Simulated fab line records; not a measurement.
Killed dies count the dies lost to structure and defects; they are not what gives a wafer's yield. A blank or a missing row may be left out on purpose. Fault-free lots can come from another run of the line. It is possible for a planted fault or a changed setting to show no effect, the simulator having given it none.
fab line records	flow sky130
record: lots: 24	wafers: 72	lastDay: 51
route steps=708 shown NWELL@78 VT_ADJUST_HVTP@95 SONOS_ONO@181 POLY_GATE@228 LDD_HVP@285
lots that met no fault: from a run of the same line without faults
startH: hours from the record's first day to the start of the lot's first wafer shown	waitH: how many hours have passed since the lot's step before this one	" as in the row above	L1.1+2: several wafers, shown together as one row	- no value, or no start was given	* or withheld: withheld	< > ~ a bound
route shown NAME@n: names a module that has steps shown in the file, with the first one's number in the route	usual: average and standard deviation across the fault-free wafers	same: alike in all rows	chamber/n: place in a boat	sites: each site's reading	_std_site: their standard deviation	_edge_site: the outer-site mean with the inner-site mean subtracted	radiusMm: for every site, how far away it sits from the centre of the wafer	mask NAME#n: copy n	behind: the tool/chamber that last shaped the wafer	hold: why the lot went on hold/how many hours it stayed there/how the hold came to an end	device: names the non-switching transistor (n, p or np)	end of line: at the end of the route, the tests of the same wafers	for a step that has no rows: nothing shown but its recipe	killed: dies that structure and defects cost at the first sort, which is not the same as the wafer's yield	map: a wafer's dies, x killed, . not, _ none there
set.NAME: the setting that was run; set.NAME@STEP: the one run at that earlier step	model.NAME: the simulator's own value behind a step, which no gauge read
one table for each step of the route and one row for each wafer, over a sample of lots
services: a tool's chamber out of use, with start hour (startH, from the record's first day; less than 0 if before it), hours out, and reason
== steps ==
step: SKY_NWELL_STRIP_25
recipe: chemistry: O2/N2	powerW: 1400	pressureMtorr: 1500	platenTempC: withheld	o2FlowSccm: 3000	n2FlowSccm: 300	overashFraction: 0.5
usual: drypumpMotorCurrentA: 5.6/0.3	o2FlowSccm: 2999/8.5	oesProductAu: 0.722/0.0048	stripTimeToEndpointS: 36.91/0.11
same: overashFraction: 0.5
lot.wafer	tool	chamber	startH	waitH	drypumpMotorCurrentA	o2FlowSccm	oesProductAu	rfHoursCounterH	stripTimeToEndpointS
L074.2	plasmaAsher-02	0	109.57	0.1	6.1	3008	0.727	30	36.94
L074.3	"	1	"	"	5.6	2993	0.713	-	36.91
L074.4	"	0	"	"	6.1	3000	0.713	-	36.96
L075.3	plasmaAsher-02	1	110.89	0.1	5.6	2997	0.726	-	36.93
L075.5	"	1	"	"	5.6	2986	0.725	-	36.84
L075.6	"	0	"	"	6.0	3015	0.727	-	36.86
L076.3	plasmaAsher-02	1	120.31	0.1	5.6	2995	0.717	-	36.89
L076.4	"	0	"	"	6.1	3011	0.721	-	36.87
L076.5	"	1	"	"	5.6	3003	0.712	-	37.01
L077.2	plasmaAsher-04	1	126.66	0.1	5.8	3004	0.724	42	36.91
L077.3	"	0	"	"	5.2	3000	0.733	-	36.90
L077.6	"	0	"	"	5.2	2977	0.720	-	36.92
L078.3	plasmaAsher-04	1	131.33	0.1	5.9	2996	0.728	-	36.82
L078.4	"	0	"	"	5.2	3004	0.720	-	36.74
L078.5	"	0	"	"	5.2	2996	0.717	-	36.84
L079.1	plasmaAsher-03	1	137.66	0.1	5.6	2988	0.728	2	36.83
L079.2	"	0	"	"	5.3	3005	0.732	2	36.85
L079.4	"	0	"	"	5.3	3008	0.715	-	36.94
L080.4	plasmaAsher-04	1	141.48	0.1	5.8	2988	0.721	-	36.99
L080.5	"	1	"	"	5.8	2989	0.723	-	36.99
L080.6	"	0	"	"	5.2	3004	0.717	-	36.88
L081.1	plasmaAsher-04	1	147.76	0.1	5.8	3010	0.721	44	36.90
L081.3	"	0	"	"	5.2	3005	0.721	-	36.72
L081.6	"	0	"	"	5.1	3004	0.721	-	36.92
L082.3	plasmaAsher-04	0	154.03	0.1	5.2	3001	0.726	-	37.03
L082.4	"	1	"	"	5.9	3007	0.717	-	37.10
L082.6	"	1	"	"	5.9	3008	0.733	-	37.05
L083.1	plasmaAsher-02	1	159.16	0.1	5.6	2992	0.719	35	36.80
L083.2	"	0	"	"	6.1	2985	0.720	35	36.93
L083.5	"	1	"	"	5.6	2994	0.725	-	37.02
L084.2	plasmaAsher-04	1	164.96	0.1	5.9	3002	0.715	45	37.11
L084.5	"	1	"	"	5.8	3007	0.722	-	37.09
L084.6	"	0	"	"	5.1	3006	0.725	-	37.08
L085.1	plasmaAsher-02	0	175.81	0.1	6.1	3007	0.722	37	36.80
L085.4	"	0	"	"	6.1	3013	0.717	-	36.78
L085.6	"	1	"	"	5.6	2989	0.723	-	36.74
L086.1	plasmaAsher-03	0	177.42	0.1	5.3	3007	0.733	5	36.92
L086.2	"	1	"	"	5.6	2997	0.725	5	36.79
L086.5	"	1	"	"	5.6	3000	0.725	-	36.84
L087.2	plasmaAsher-02	0	182.70	0.1	6.1	3009	0.722	38	36.90
L087.4	"	1	"	"	5.6	3020	0.720	-	36.95
L087.5	"	1	"	"	5.6	2983	0.728	-	36.90
L088.2	plasmaAsher-02	0	191.05	0.1	6.0	3011	0.721	38	36.95
L088.3	"	0	"	"	6.1	3015	0.720	-	36.99
L088.5	"	1	"	"	5.6	3004	0.713	-	36.96
L089.2	plasmaAsher-03	0	196.42	0.1	5.3	3004	0.726	7	36.96
L089.3	"	0	"	"	5.3	2997	0.719	-	36.83
L089.6	"	0	"	"	5.3	2999	0.721	-	36.92
L090.1	plasmaAsher-03	1	204.30	0.1	5.6	3005	0.715	8	36.69
L090.4	"	1	"	"	5.6	2999	0.719	-	36.75
L090.5	"	0	"	"	5.3	2998	0.721	-	36.64
L091.1	plasmaAsher-03	0	212.50	0.1	5.3	3004	0.714	9	36.92
L091.2	"	1	"	"	5.6	3000	0.715	9	36.92
L091.4	"	0	"	"	5.3	2991	0.730	-	37.02
L092.3	plasmaAsher-04	0	219.24	0.1	5.2	2998	0.719	-	36.93
L092.5	"	0	"	"	5.2	3008	0.721	-	37.00
L092.6	"	1	"	"	5.9	2997	0.722	-	36.95
L093.2	plasmaAsher-03	0	220.86	0.1	5.3	2998	0.716	9	36.97
L093.4	"	0	"	"	5.4	3011	0.718	-	36.95
L093.5	"	0	"	"	5.3	2997	0.726	-	36.97
L094.1	plasmaAsher-03	1	228.21	0.1	5.6	2988	0.724	10	36.90
L094.4	"	0	"	"	5.3	3006	0.715	-	37.03
L094.6	"	0	"	"	5.3	2999	0.721	-	36.93
L095.1	plasmaAsher-02	0	234.36	0.1	6.1	2998	0.720	43	36.80
L095.4	"	1	"	"	5.6	3005	0.722	-	36.75
L095.6	"	0	"	"	6.0	3002	0.727	-	36.73
L096.1	plasmaAsher-02	0	243.52	0.1	6.1	2982	0.724	44	36.82
L096.3	"	1	"	"	5.6	2987	0.723	-	36.86
L096.5	"	1	"	"	5.6	2991	0.715	-	36.79
L097.2	plasmaAsher-02	0	252.61	0.1	6.0	3012	0.722	44	37.00
L097.4	"	0	"	"	6.1	3006	0.721	-	36.93
L097.6	"	0	"	"	6.0	3003	0.719	-	37.02
step: SKY_VT_ADJUST_HVTP_STRIP_10
recipe: chemistry: O2/N2	powerW: 1400	pressureMtorr: 1500	platenTempC: withheld	o2FlowSccm: 3000	n2FlowSccm: 300	overashFraction: 0.5
usual: drypumpMotorCurrentA: 5.7/0.3	o2FlowSccm: 3001/8.3	oesProductAu: 0.716/0.005	stripTimeToEndpointS: 14.17/0.052
same: overashFraction: 0.5
lot.wafer	tool	chamber	startH	waitH	drypumpMotorCurrentA	o2FlowSccm	oesProductAu	rfHoursCounterH	stripTimeToEndpointS
L074.2	plasmaAsher-04	1	128.77	0.1	5.8	2998	0.712	42	14.18
L074.3	"	1	"	"	5.9	2997	0.718	-	14.12
L074.4	"	0	"	"	5.1	2991	0.719	-	14.15
L075.3	plasmaAsher-01	1	130.83	0.1	5.8	2993	0.711	-	14.27
L075.5	"	1	"	"	5.8	2984	0.718	-	14.29
L075.6	"	0	"	"	6.0	2999	0.717	-	14.29
L076.3	plasmaAsher-01	1	140.45	0.1	5.8	3002	0.712	-	14.15
L076.4	"	0	"	"	6.0	3007	0.716	-	14.12
L076.5	"	0	"	"	6.0	3002	0.708	-	14.11
L077.2	plasmaAsher-03	1	146.87	0.1	5.6	3007	0.709	3	14.11
L077.3	"	1	"	"	5.6	2996	0.704	-	14.12
L077.6	"	1	"	"	5.6	3006	0.706	-	14.13
L078.3	plasmaAsher-04	1	151.62	0.1	5.9	3000	0.720	-	14.14
L078.4	"	0	"	"	5.2	3006	0.716	-	14.14
L078.5	"	0	"	"	5.2	3005	0.708	-	14.14
L079.1	plasmaAsher-01	1	158.19	0.1	5.8	2997	0.720	45	14.24
L079.2	"	0	"	"	6.0	2997	0.718	45	14.22
L079.4	"	0	"	"	6.0	2998	0.716	-	14.22
L080.4	plasmaAsher-04	1	162.88	0.1	5.9	3001	0.705	-	14.11
L080.5	"	0	"	"	5.2	2975	0.715	-	14.10
L080.6	"	1	"	"	5.9	3004	0.721	-	14.13
L081.1	plasmaAsher-01	1	168.92	0.1	5.8	3003	0.715	46	14.17
L081.3	"	1	"	"	5.8	2995	0.723	-	14.20
L081.6	"	1	"	"	5.8	2997	0.711	-	14.18
L082.3	plasmaAsher-01	0	175.48	0.1	6.0	3006	0.715	-	14.25
L082.4	"	1	"	"	5.8	3001	0.721	-	14.22
L082.6	"	0	"	"	6.0	3011	0.715	-	14.23
L083.1	plasmaAsher-01	1	181.52	0.1	5.8	3006	0.719	48	14.22
L083.2	"	0	"	"	6.0	3000	0.711	48	14.16
L083.5	"	0	"	"	6.0	2991	0.706	-	14.19
L084.2	plasmaAsher-04	0	187.17	0.1	5.2	2990	0.716	47	14.22
L084.5	"	0	"	"	5.2	2983	0.711	-	14.21
L084.6	"	1	"	"	5.8	2996	0.712	-	14.17
L085.1	plasmaAsher-01	1	198.27	0.1	5.8	3014	0.721	49	14.18
L085.4	"	1	"	"	5.8	3026	0.706	-	14.17
L085.6	"	1	"	"	5.8	3018	0.717	-	14.14
L086.1	plasmaAsher-01	0	200.27	0.1	6.0	3006	0.710	50	14.06
L086.2	"	1	"	"	5.8	2991	0.704	50	14.09
L086.5	"	1	"	"	5.8	2994	0.711	-	14.07
L087.2	plasmaAsher-01	0	205.54	0.1	6.0	3003	0.720	50	14.19
L087.4	"	1	"	"	5.8	2998	0.720	-	14.18
L087.5	"	0	"	"	6.0	3005	0.717	-	14.19
L088.2	plasmaAsher-01	0	214.97	0.1	6.0	2985	0.720	51	14.12
L088.3	"	1	"	"	5.8	2995	0.710	-	14.17
L088.5	"	1	"	"	5.8	2996	0.721	-	14.12
L089.2	plasmaAsher-04	1	220.67	0.1	5.9	3004	0.717	51	14.21
L089.3	"	0	"	"	5.2	3007	0.721	-	14.24
L089.6	"	0	"	"	5.2	2999	0.723	-	14.19
L090.1	plasmaAsher-01	1	227.72	0.1	5.8	2994	0.722	52	14.21
L090.4	"	0	"	"	6.0	2999	0.708	-	14.18
L090.5	"	1	"	"	5.8	3003	0.719	-	14.19
L091.1	plasmaAsher-04	1	237.24	0.1	5.8	2998	0.707	52	14.11
L091.2	"	0	"	"	5.2	2998	0.709	52	14.14
L091.4	"	0	"	"	5.2	3003	0.716	-	14.12
L092.3	plasmaAsher-04	1	243.85	0.1	5.8	3005	0.718	-	14.25
L092.5	"	1	"	"	5.8	2988	0.724	-	14.23
L092.6	"	0	"	"	5.2	2996	0.720	-	14.24
L093.2	plasmaAsher-01	0	245.42	0.1	6.0	3007	0.722	54	14.14
L093.4	"	1	"	"	5.8	2994	0.721	-	14.18
L093.5	"	0	"	"	6.0	3015	0.710	-	14.12
L094.1	plasmaAsher-04	1	253.47	0.1	5.9	3002	0.716	54	14.14
L094.4	"	0	"	"	5.2	3005	0.720	-	14.15
L094.6	"	0	"	"	5.2	2992	0.717	-	14.16
L095.1	plasmaAsher-01	0	259.77	0.1	6.0	3008	0.713	55	14.24
L095.4	"	0	"	"	6.0	2999	0.715	-	14.21
L095.6	"	0	"	"	6.0	3010	0.714	-	14.28
L096.1	plasmaAsher-04	1	269.34	0.1	5.9	3009	0.719	55	14.10
L096.3	"	0	"	"	5.1	3003	0.712	-	14.14
L096.5	"	0	"	"	5.1	3001	0.716	-	14.08
L097.2	plasmaAsher-04	1	278.77	0.1	5.9	3002	0.713	56	14.20
L097.4	"	1	"	"	5.9	3018	0.715	-	14.16
L097.6	"	1	"	"	5.9	3000	0.715	-	14.20
step: SKY_SONOS_ONO_CD_MEAS_13
recipe: targetCdNm: 410
usual: cdNm: 410.1/2.6
lot.wafer	tool	chamber	startH	waitH	cdNm
L074.2	cdSem-01	-	294.43	0.1	411.7
L074.3	"	-	"	"	411.9
L074.4	"	-	"	"	411.5
L075.3	cdSem-01	-	299.40	0.1	407.8
L075.5	"	-	"	"	409.3
L075.6	"	-	"	"	410.0
L076.3	cdSem-02	-	310.65	0.1	408.5
L076.4	"	-	"	"	407.4
L076.5	"	-	"	"	405.8
L077.2	cdSem-01	-	320.53	0.1	408.8
L077.3	"	-	"	"	408.2
L077.6	"	-	"	"	407.7
L078.3	cdSem-02	-	328.60	0.1	414.6
L078.4	"	-	"	"	411.7
L078.5	"	-	"	"	412.6
L079.1	cdSem-01	-	336.36	0.1	411.0
L079.2	"	-	"	"	410.7
L079.4	"	-	"	"	411.3
L080.4	cdSem-02	-	340.42	0.1	408.9
L080.5	"	-	"	"	408.5
L080.6	"	-	"	"	408.9
L081.1	cdSem-02	-	351.37	0.1	406.0
L081.3	"	-	"	"	404.2
L081.6	"	-	"	"	404.4
L082.3	cdSem-02	-	360.55	0.1	408.7
L082.4	"	-	"	"	406.8
L082.6	"	-	"	"	407.3
L083.1	cdSem-01	-	366.96	0.1	412.9
L083.2	"	-	"	"	413.6
L083.5	"	-	"	"	413.6
L084.2	cdSem-01	-	372.89	0.1	407.1
L084.5	"	-	"	"	407.2
L084.6	"	-	"	"	405.5
L085.1	cdSem-01	-	387.56	0.1	410.5
L085.4	"	-	"	"	409.9
L085.6	"	-	"	"	410.2
L086.1	cdSem-02	-	387.86	0.1	409.6
L086.2	"	-	"	"	410.4
L086.5	"	-	"	"	409.2
L087.2	cdSem-02	-	397.73	0.1	412.3
L087.4	"	-	"	"	413.1
L087.5	"	-	"	"	413.3
L088.2	cdSem-01	-	409.14	0.1	411.3
L088.3	"	-	"	"	411.4
L088.5	"	-	"	"	412.8
L089.2	cdSem-02	-	416.44	0.1	413.0
L089.3	"	-	"	"	413.3
L089.6	"	-	"	"	412.5
L090.1	cdSem-01	-	424.95	0.2	411.7
L090.4	"	-	"	"	412.4
L090.5	"	-	"	"	414.3
L091.1	cdSem-02	-	436.36	0.1	414.3
L091.2	"	-	"	"	412.1
L091.4	"	-	"	"	409.7
L092.3	cdSem-02	-	447.00	0.1	408.1
L092.5	"	-	"	"	407.6
L092.6	"	-	"	"	409.2
L093.2	cdSem-01	-	449.48	0.1	413.4
L093.4	"	-	"	"	413.1
L093.5	"	-	"	"	413.6
L094.1	cdSem-01	-	457.46	0.1	410.4
L094.4	"	-	"	"	407.8
L094.6	"	-	"	"	410.4
L095.1	cdSem-02	-	464.31	0.1	409.8
L095.4	"	-	"	"	411.1
L095.6	"	-	"	"	410.3
L096.1	cdSem-01	-	476.92	0.1	406.5
L096.3	"	-	"	"	406.2
L096.5	"	-	"	"	409.4
L097.2	cdSem-02	-	485.78	0.1	410.8
L097.4	"	-	"	"	409.3
L097.6	"	-	"	"	409.7
step: SKY_POLY_GATE_OVL_MEAS_14
usual: POLY_GATE_OVL: 2/5.7
lot.wafer	tool	chamber	startH	waitH	POLY_GATE_OVL[nm]
L074.2	overlay-02	-	388.34	0.1	-6
L074.3	"	-	"	"	-4
L074.4	"	-	"	"	-3
L075.3	overlay-01	-	392.44	0.1	-4
L075.5	"	-	"	"	-3
L075.6	"	-	"	"	0
L076.3	overlay-02	-	406.34	0.1	3
L076.4	"	-	"	"	5
L076.5	"	-	"	"	9
L077.2	overlay-02	-	417.19	0.1	8
L077.3	"	-	"	"	-6
L077.6	"	-	"	"	6
L078.3	overlay-02	-	422.80	0.1	9
L078.4	"	-	"	"	5
L078.5	"	-	"	"	-3
L079.1	overlay-02	-	432.71	0.1	4
L079.2	"	-	"	"	1
L079.4	"	-	"	"	1
L080.4	overlay-01	-	441.45	0.1	8
L080.5	"	-	"	"	7
L080.6	"	-	"	"	3
L081.1	overlay-02	-	451.91	0.1	-7
L081.3	"	-	"	"	-10
L081.6	"	-	"	"	-4
L082.3	overlay-02	-	461.94	0.1	6
L082.4	"	-	"	"	5
L082.6	"	-	"	"	0
L083.1	overlay-01	-	466.28	0.1	10
L083.2	"	-	"	"	10
L083.5	"	-	"	"	5
L084.2	overlay-02	-	474.13	0.1	2
L084.5	"	-	"	"	-2
L084.6	"	-	"	"	-1
L085.1	overlay-02	-	485.96	0.1	-4
L085.4	"	-	"	"	-7
L085.6	"	-	"	"	2
L086.1	overlay-01	-	487.18	0.1	-6
L086.2	"	-	"	"	-9
L086.5	"	-	"	"	-8
L087.2	overlay-01	-	509.28	0.1	-7
L087.4	"	-	"	"	3
L087.5	"	-	"	"	4
L088.2	overlay-01	-	511.26	0.1	-5
L088.3	"	-	"	"	1
L088.5	"	-	"	"	-3
L089.2	overlay-02	-	516.39	0.1	7
L089.3	"	-	"	"	1
L089.6	"	-	"	"	6
L090.1	overlay-02	-	524.89	0.1	4
L090.4	"	-	"	"	7
L090.5	"	-	"	"	4
L091.1	overlay-01	-	535.36	0.1	-5
L091.2	"	-	"	"	-2
L091.4	"	-	"	"	-7
L092.3	overlay-02	-	546.95	0.1	4
L092.5	"	-	"	"	-6
L092.6	"	-	"	"	3
L093.2	overlay-02	-	549.87	0.1	13
L093.4	"	-	"	"	13
L093.5	"	-	"	"	14
L094.1	overlay-02	-	555.73	0.1	8
L094.4	"	-	"	"	16
L094.6	"	-	"	"	12
L095.1	overlay-02	-	563.31	0.1	2
L095.4	"	-	"	"	3
L095.6	"	-	"	"	0
L096.1	overlay-01	-	576.43	0.1	8
L096.3	"	-	"	"	0
L096.5	"	-	"	"	6
L097.2	overlay-01	-	585.04	0.1	4
L097.4	"	-	"	"	6
L097.6	"	-	"	"	5
step: SKY_POLY_GATE_THK_MEAS_21
recipe: reads: SiO2_of_POLY_GATE_OXIDATION_20
usual: POLY_GATE_OXIDATION_THK: 4.00/0.072
lot.wafer	tool	chamber	startH	waitH	POLY_GATE_OXIDATION_THK[nm]
L074.2	filmMetro-04	-	390.70	0.0	3.96
L074.3	"	-	"	"	4.00
L074.4	"	-	"	"	3.92
L075.3	filmMetro-03	-	394.52	0.0	4.00
L075.5	"	-	"	"	3.96
L075.6	"	-	"	"	4.01
L076.3	filmMetro-04	-	408.99	0.0	3.97
L076.4	"	-	"	"	3.95
L076.5	"	-	"	"	3.87
L077.2	filmMetro-01	-	419.06	0.0	4.01
L077.3	"	-	"	"	3.96
L077.6	"	-	"	"	3.94
L078.3	filmMetro-03	-	424.74	0.0	4.03
L078.4	"	-	"	"	4.09
L078.5	"	-	"	"	3.99
L079.1	filmMetro-01	-	435.04	0.0	3.92
L079.2	"	-	"	"	3.99
L079.4	"	-	"	"	3.98
L080.4	filmMetro-03	-	443.13	0.0	4.10
L080.5	"	-	"	"	4.08
L080.6	"	-	"	"	4.00
L081.1	filmMetro-03	-	454.19	0.0	3.88
L081.3	"	-	"	"	3.92
L081.6	"	-	"	"	3.94
L082.3	filmMetro-01	-	464.55	0.0	4.00
L082.4	"	-	"	"	4.03
L082.6	"	-	"	"	3.93
L083.1	filmMetro-03	-	468.57	0.0	3.95
L083.2	"	-	"	"	3.92
L083.5	"	-	"	"	3.87
L084.2	filmMetro-03	-	475.82	0.0	4.06
L084.5	"	-	"	"	4.01
L084.6	"	-	"	"	3.99
L085.1	filmMetro-03	-	488.49	0.0	3.97
L085.4	"	-	"	"	4.01
L085.6	"	-	"	"	3.90
L086.1	filmMetro-01	-	489.74	0.0	4.07
L086.2	"	-	"	"	4.10
L086.5	"	-	"	"	4.12
L087.2	filmMetro-01	-	510.96	0.0	4.06
L087.4	"	-	"	"	4.07
L087.5	"	-	"	"	4.03
L088.2	filmMetro-03	-	513.62	0.0	4.06
L088.3	"	-	"	"	3.96
L088.5	"	-	"	"	4.04
L089.2	filmMetro-01	-	518.07	0.0	4.03
L089.3	"	-	"	"	4.00
L089.6	"	-	"	"	4.04
L090.1	filmMetro-01	-	526.74	0.0	3.90
L090.4	"	-	"	"	3.97
L090.5	"	-	"	"	3.96
L091.1	filmMetro-03	-	537.12	0.0	3.96
L091.2	"	-	"	"	4.08
L091.4	"	-	"	"	3.99
L092.3	filmMetro-03	-	550.49	0.0	3.88
L092.5	"	-	"	"	3.89
L092.6	"	-	"	"	3.89
L093.2	filmMetro-04	-	551.55	0.0	4.14
L093.4	"	-	"	"	4.12
L093.5	"	-	"	"	4.11
L094.1	filmMetro-01	-	557.40	0.0	3.87
L094.4	"	-	"	"	3.86
L094.6	"	-	"	"	3.92
L095.1	filmMetro-01	-	564.98	0.0	4.03
L095.4	"	-	"	"	4.05
L095.6	"	-	"	"	4.10
L096.1	filmMetro-01	-	578.14	0.0	4.04
L096.3	"	-	"	"	3.98
L096.5	"	-	"	"	3.99
L097.2	filmMetro-01	-	586.74	0.0	4.03
L097.4	"	-	"	"	4.02
L097.6	"	-	"	"	3.94
step: SKY_LDD_HVP_OVL_MEAS_07
usual: LDD_HVP_OVL: 0.3/1.4
lot.wafer	tool	chamber	startH	waitH	LDD_HVP_OVL[nm]
L074.2	overlay-02	-	514.52	0.1	0.8
L074.3	"	-	"	"	0.6
L074.4	"	-	"	"	1.2
L075.3	overlay-01	-	519.00	0.1	1.6
L075.5	"	-	"	"	0.1
L075.6	"	-	"	"	-0.1
L076.3	overlay-01	-	533.45	0.1	-2.0
L076.4	"	-	"	"	-1.5
L076.5	"	-	"	"	-1.3
L077.2	overlay-01	-	543.64	0.1	1.0
L077.3	"	-	"	"	2.5
L077.6	"	-	"	"	0.9
L078.3	overlay-02	-	549.62	0.1	-3.1
L078.4	"	-	"	"	-2.0
L078.5	"	-	"	"	0.2
L079.1	overlay-02	-	558.19	0.1	-1.6
L079.2	"	-	"	"	0.4
L079.4	"	-	"	"	0.3
L080.4	overlay-02	-	565.68	0.1	0.5
L080.5	"	-	"	"	0.3
L080.6	"	-	"	"	1.2
L081.1	overlay-02	-	577.27	0.1	-0.8
L081.3	"	-	"	"	-1.9
L081.6	"	-	"	"	-0.6
L082.3	overlay-02	-	586.52	0.1	-0.5
L082.4	"	-	"	"	0.9
L082.6	"	-	"	"	-0.7
L083.1	overlay-02	-	590.22	0.1	-1.9
L083.2	"	-	"	"	0.4
L083.5	"	-	"	"	-0.3
L084.2	overlay-02	-	599.19	0.1	1.3
L084.5	"	-	"	"	0.9
L084.6	"	-	"	"	1.8
L085.1	overlay-01	-	611.37	0.1	2.2
L085.4	"	-	"	"	2.9
L085.6	"	-	"	"	0.8
L086.1	overlay-02	-	612.27	0.1	-0.2
L086.2	"	-	"	"	0.3
L086.5	"	-	"	"	-1.6
L087.2	overlay-01	-	630.81	0.1	1.6
L087.4	"	-	"	"	2.0
L087.5	"	-	"	"	1.8
L088.2	overlay-02	-	634.07	0.1	0.6
L088.3	"	-	"	"	0.2
L088.5	"	-	"	"	0.5
L089.2	overlay-02	-	638.42	0.1	-0.2
L089.3	"	-	"	"	-0.7
L089.6	"	-	"	"	-1.7
L090.1	overlay-02	-	646.16	0.1	0.5
L090.4	"	-	"	"	2.5
L090.5	"	-	"	"	-0.1
L091.1	overlay-01	-	657.66	0.1	2.4
L091.2	"	-	"	"	1.5
L091.4	"	-	"	"	0.5
L092.3	overlay-01	-	669.62	0.1	-0.8
L092.5	"	-	"	"	-0.7
L092.6	"	-	"	"	1.0
L093.2	overlay-02	-	672.61	0.1	0.7
L093.4	"	-	"	"	-0.3
L093.5	"	-	"	"	-1.8
L094.1	overlay-02	-	675.67	0.1	0.6
L094.4	"	-	"	"	0.2
L094.6	"	-	"	"	-1.8
L095.1	overlay-02	-	682.41	0.1	2.8
L095.4	"	-	"	"	0.9
L095.6	"	-	"	"	2.2
L096.1	overlay-01	-	695.94	0.1	0.5
L096.3	"	-	"	"	0.4
L096.5	"	-	"	"	0.2
L097.2	overlay-01	-	704.34	0.1	-0.3
L097.4	"	-	"	"	1.2
L097.6	"	-	"	"	-2.4
== services ==
tool	chamber	startH	hours	kind
plasmaAsher-04	-	106.58	6.5	repair
plasmaAsher-03	-	108.75	9.0	pm
plasmaAsher-03	0	108.75	9.0	ventCycle
plasmaAsher-03	1	108.75	9.0	ventCycle
plasmaAsher-01	-	112.47	1.7	repair
plasmaAsher-04	-	113.67	3.4	repair
plasmaAsher-03	0	117.75	-	clean
plasmaAsher-03	1	117.75	-	clean
plasmaAsher-03	-	232.66	1.1	repair
plasmaAsher-03	-	263.08	4.1	repair
== key ==
fault none
